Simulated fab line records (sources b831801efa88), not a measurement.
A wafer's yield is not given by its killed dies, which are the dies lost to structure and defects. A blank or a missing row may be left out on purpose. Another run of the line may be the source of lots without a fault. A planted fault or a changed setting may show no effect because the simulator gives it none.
fab line records ; flow gf180mcu
[record] lots = 7; wafers = 21; last-day = 34
route steps=602 shown NWELL@137 LVPWELL@138 MVPSD@139 VT_IMPLANT@140 DUAL_GATE@141
lots that met no fault: taken from a fault-free run of the same line
start-h: hours from the record's opening day to when the first of the lot's shown wafers began ; wait-h: hours elapsed since this lot's preceding step ; " identical to the entry in the row above ; L1.1+2: one row covering several wafers at once ; - value missing, or start not given ; * or withheld: withheld ; < > ~ a bound
route shown NAME@n: names a module that has steps shown in the file, with the first one's number in the route ; usual: average and standard deviation across the fault-free wafers ; same: alike in all rows ; chamber/n: place in a boat ; sites: each site's reading ; _std_site: the values' standard deviation ; _edge_site: mean of outer sites minus mean of inner sites ; radius-mm: for every site, how far away it sits from the centre of the wafer ; mask NAME#n: copy n ; behind: the tool/chamber that last shaped the wafer ; hold: the reason the lot was held/the length of the hold in hours/how it ended ; device: whichever transistor did not switch (one of n, p or np) ; end of line: the same wafers' tests at the end of the route ; a step without rows: its recipe alone ; killed: dies lost to structure and defects at the first sort, not the wafer's yield ; map: per-die view of a wafer (x killed, . not killed, _ where there is no die)
set.NAME: the setting the step ran with; set.NAME@STEP: the setting that earlier step ran with ; model.NAME: the simulator's own value behind a step, which no gauge read
lots at selected steps of the route; one table per step, one row per wafer
services: from which hour (start-h, from the record's first day; less than 0 if before it) a tool's chamber was out of use, for how many hours, and why
[[steps]]
[step GF_VT_IMPLANT_RS_MEAS_47]
[recipe] thk-meas-gauge = four-point-probe
[usual] NWELL_RS = 487.7/1.3
lot.wafer;tool;chamber;start-h;wait-h;NWELL_RS[ohm/sq]
L342.1;film-metro-01;-;183.29;0.1;488.5
L342.4;film-metro-01;-;183.29;0.1;485.7
L342.6;film-metro-01;-;183.29;0.1;487.8
L344.4;film-metro-03;-;202.25;0.1;487.3
L344.5;film-metro-03;-;202.25;0.1;487.6
L344.6;film-metro-03;-;202.25;0.1;487.5
L346.1;film-metro-03;-;216.09;0.1;487.4
L346.3;film-metro-03;-;216.09;0.1;488.8
L346.4;film-metro-03;-;216.09;0.1;487.6
L347.2;film-metro-03;-;220.63;0.1;487.4
L347.5;film-metro-03;-;220.63;0.1;488.4
L347.6;film-metro-03;-;220.63;0.1;487.1
L348.4;film-metro-03;-;227.83;0.1;487.5
L348.5;film-metro-03;-;227.83;0.1;486.0
L348.6;film-metro-03;-;227.83;0.1;487.6
L358.1;film-metro-03;-;298.20;0.1;486.9
L358.4;film-metro-03;-;298.20;0.1;487.8
L358.6;film-metro-03;-;298.20;0.1;487.7
L359.3;film-metro-01;-;299.78;0.1;488.2
L359.4;film-metro-01;-;299.78;0.1;485.6
L359.5;film-metro-01;-;299.78;0.1;485.6
[step GF_VT_IMPLANT_RS_MEAS_48]
[recipe] thk-meas-gauge = four-point-probe
[usual] LVPWELL_RS = 1197/3.2
lot.wafer;tool;chamber;start-h;wait-h;LVPWELL_RS[ohm/sq]
L342.1;film-metro-01;-;183.41;0.1;1197
L342.4;film-metro-01;-;183.41;0.1;1197
L342.6;film-metro-01;-;183.41;0.1;1200
L344.4;film-metro-03;-;202.37;0.1;1198
L344.5;film-metro-03;-;202.37;0.1;1198
L344.6;film-metro-03;-;202.37;0.1;1195
L346.1;film-metro-03;-;216.21;0.1;1195
L346.3;film-metro-03;-;216.21;0.1;1197
L346.4;film-metro-03;-;216.21;0.1;1193
L347.2;film-metro-03;-;220.75;0.1;1194
L347.5;film-metro-03;-;220.75;0.1;1196
L347.6;film-metro-03;-;220.75;0.1;1196
L348.4;film-metro-03;-;227.95;0.1;1197
L348.5;film-metro-03;-;227.95;0.1;1198
L348.6;film-metro-03;-;227.95;0.1;1196
L358.1;film-metro-03;-;298.32;0.1;1200
L358.4;film-metro-03;-;298.32;0.1;1201
L358.6;film-metro-03;-;298.32;0.1;1198
L359.3;film-metro-01;-;299.90;0.1;1197
L359.4;film-metro-01;-;299.90;0.1;1196
L359.5;film-metro-01;-;299.90;0.1;1201
[step GF_VT_IMPLANT_RS_MEAS_49]
[recipe] thk-meas-gauge = four-point-probe
[usual] MVPSD_RS = 1168.9/2.9
lot.wafer;tool;chamber;start-h;wait-h;MVPSD_RS[ohm/sq]
L342.1;film-metro-01;-;183.53;0.1;1170.1
L342.4;film-metro-01;-;183.53;0.1;1171.0
L342.6;film-metro-01;-;183.53;0.1;1166.4
L344.4;film-metro-03;-;202.49;0.1;1172.7
L344.5;film-metro-03;-;202.49;0.1;1172.1
L344.6;film-metro-03;-;202.49;0.1;1172.9
L346.1;film-metro-03;-;216.33;0.1;1167.9
L346.3;film-metro-03;-;216.33;0.1;1169.8
L346.4;film-metro-03;-;216.33;0.1;1169.6
L347.2;film-metro-03;-;220.87;0.1;1168.6
L347.5;film-metro-03;-;220.87;0.1;1171.5
L347.6;film-metro-03;-;220.87;0.1;1169.7
L348.4;film-metro-03;-;228.07;0.1;1161.8
L348.5;film-metro-03;-;228.07;0.1;1164.9
L348.6;film-metro-03;-;228.07;0.1;1167.6
L358.1;film-metro-03;-;298.44;0.1;1165.6
L358.4;film-metro-03;-;298.44;0.1;1168.5
L358.6;film-metro-03;-;298.44;0.1;1167.2
L359.3;film-metro-01;-;300.02;0.1;1173.2
L359.4;film-metro-01;-;300.02;0.1;1169.8
L359.5;film-metro-01;-;300.02;0.1;1169.3
[step GF_VT_IMPLANT_WET_ETCH_50]
[recipe] chemistry = dHF; target-depth-nm = 20; target = SiO2; temp-c = 25; dilution = 100:1; time-s = 400
[step GF_DUAL_GATE_CLEAN_00]
[recipe] chemistry = SC1/SC2; mix = 1:4:20; temp-c = 70; time-s = 150
[step GF_DUAL_GATE_CLEAN_01]
[recipe] chemistry = dHF; time-s = 20; dilution = 100:1; dry = ipa-marangoni
[step GF_DUAL_GATE_OXIDATION_02]
[recipe] temp-c = 900; ambient = O2; stabilise-s = 600; purge-s = 300; target-thk-a = 108.87; ox-time-s = 1602
[step GF_DUAL_GATE_THK_MEAS_03]
[recipe] reads = SiO2_of_DUAL_GATE_OXIDATION_02
[usual] DUAL_GATE_OXIDATION_00_THK = 10.87/0.16
lot.wafer;tool;chamber;start-h;wait-h;DUAL_GATE_OXIDATION_00_THK[nm]
L342.1;film-metro-02;-;187.48;0.0;10.61
L342.4;film-metro-02;-;187.48;0.0;10.69
L342.6;film-metro-02;-;187.48;0.0;10.68
L344.4;film-metro-01;-;204.21;0.0;10.84
L344.5;film-metro-01;-;204.21;0.0;10.81
L344.6;film-metro-01;-;204.21;0.0;10.88
L346.1;film-metro-01;-;218.08;0.0;10.67
L346.3;film-metro-01;-;218.08;0.0;10.89
L346.4;film-metro-01;-;218.08;0.0;10.74
L347.2;film-metro-01;-;222.66;0.0;10.84
L347.5;film-metro-01;-;222.66;0.0;10.75
L347.6;film-metro-01;-;222.66;0.0;10.74
L348.4;film-metro-01;-;230.46;0.0;10.80
L348.5;film-metro-01;-;230.46;0.0;10.87
L348.6;film-metro-01;-;230.46;0.0;10.62
L358.1;film-metro-02;-;300.54;0.0;11.23
L358.4;film-metro-02;-;300.54;0.0;11.22
L358.6;film-metro-02;-;300.54;0.0;11.14
L359.3;film-metro-02;-;303.57;0.0;10.99
L359.4;film-metro-02;-;303.57;0.0;11.05
L359.5;film-metro-02;-;303.57;0.0;11.14
[step GF_DUAL_GATE_DEHYDRATE_04]
[recipe] temp-c = 200; time-s = 60
[step GF_DUAL_GATE_HMDS_05]
[recipe] prime-time-s = 60; prime-temp-c = 120
[step GF_DUAL_GATE_COAT_06]
[recipe] resist = NOVOLAK; spin-rpm = 3000; resist-thk-nm = 1000
[step GF_DUAL_GATE_SOFTBAKE_07]
[recipe] temp-c = 90; time-s = 60; resist = NOVOLAK
[step GF_DUAL_GATE_EXPOSE_08]
[recipe] mask-id = Dualgate; target-cd-nm = 700; na = 0.6; source-shape = conventional; sigma-outer = 0.6; dose-mj = 140
[usual] exposure-dose-mJ-cm2 = 140.02/0.14; focus-offset-nm = 0.0/0.51
lot.wafer;tool;chamber;start-h;wait-h;mask;exposure-dose-mJ-cm2;focus-offset-nm
L342.1;iline-stepper-01;0;195.62;-;Dualgate#0;139.77;-0.2
L342.4;iline-stepper-01;0;195.62;-;Dualgate#0;139.96;-0.3
L342.6;iline-stepper-01;0;195.62;-;Dualgate#0;139.94;-0.1
L344.4;iline-stepper-01;0;213.28;-;Dualgate#0;139.95;0.1
L344.5;iline-stepper-01;0;213.28;-;Dualgate#0;140.00;0.6
L344.6;iline-stepper-01;0;213.28;-;Dualgate#0;140.10;0.2
L346.1;iline-stepper-01;-;227.17;-;Dualgate#0;-;-
L346.3;iline-stepper-01;-;227.17;-;Dualgate#0;-;-
L346.4;iline-stepper-01;-;227.17;-;Dualgate#0;-;-
L347.2;iline-stepper-02;-;231.54;-;Dualgate#0;-;-
L347.5;iline-stepper-02;-;231.54;-;Dualgate#0;-;-
L347.6;iline-stepper-02;-;231.54;-;Dualgate#0;-;-
L348.4;iline-stepper-02;-;239.28;-;Dualgate#0;-;-
L348.5;iline-stepper-02;-;239.28;-;Dualgate#0;-;-
L348.6;iline-stepper-02;-;239.28;-;Dualgate#0;-;-
L358.1;iline-stepper-01;0;310.72;-;Dualgate#0;140.07;0.2
L358.4;iline-stepper-01;0;310.72;-;Dualgate#0;139.97;-0.3
L358.6;iline-stepper-01;0;310.72;-;Dualgate#0;140.28;-0.4
L359.3;iline-stepper-02;0;313.93;-;Dualgate#0;140.41;-0.2
L359.4;iline-stepper-02;0;313.93;-;Dualgate#0;139.86;-0.1
L359.5;iline-stepper-02;0;313.93;-;Dualgate#0;139.93;-0.1
[step GF_DUAL_GATE_PEB_09]
[recipe] temp-c = withheld; time-s = *; resist = NOVOLAK
[[services]]
tool;chamber;start-h;hours;kind
iline-stepper-01;-;195.74;4.4;pm
iline-stepper-02;-;204.18;2.5;repair
iline-stepper-01;0;204.75;-;calibration
iline-stepper-01;-;210.50;1.7;pm
iline-stepper-02;-;277.57;2.8;repair
iline-stepper-02;-;294.33;1.3;repair
iline-stepper-02;-;304.88;1.7;pm
[[key]]
[first-sign] step = GF_DUAL_GATE_EXPOSE_08; reading = tool-record; direction = missing
effect none on later readings
met-at GF_DUAL_GATE_EXPOSE_08
struck-wafers L346.1,L346.3,L346.4,L347.2,L347.5,L347.6,L348.4,L348.5,L348.6
later-rows-left-out L346.1,L346.3,L346.4,L347.2,L347.5,L347.6,L348.4,L348.5,L348.6
sort-left-out L346.1,L346.3,L346.4,L347.2,L347.5,L347.6,L348.4,L348.5,L348.6
tester-left-out L346,L347,L348
onset-between 213.28 227.17
[fault] kind = skipped-step-whole; tool = iline-stepper-01,iline-stepper-02; chamber = -; onset-h = 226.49; steps = GF_DUAL_GATE_EXPOSE_08; scope = struck-lots-only
// tester-left-out: of these lots the tester's yield and bins aren't shown, on N5 and GAA mostly nor the transistor test; their killed dies are dies lost to structure and defects alone, not to doping, threshold or leakage, so they don't give the yield
// sort-left-out: the simulated sort isn't trusted on such a fault, so these wafers' sort isn't shown, and their yield isn't known
// later-rows-left-out: the simulator's readings of these wafers behind a module that went badly wrong aren't trusted and aren't shown, but for the sort
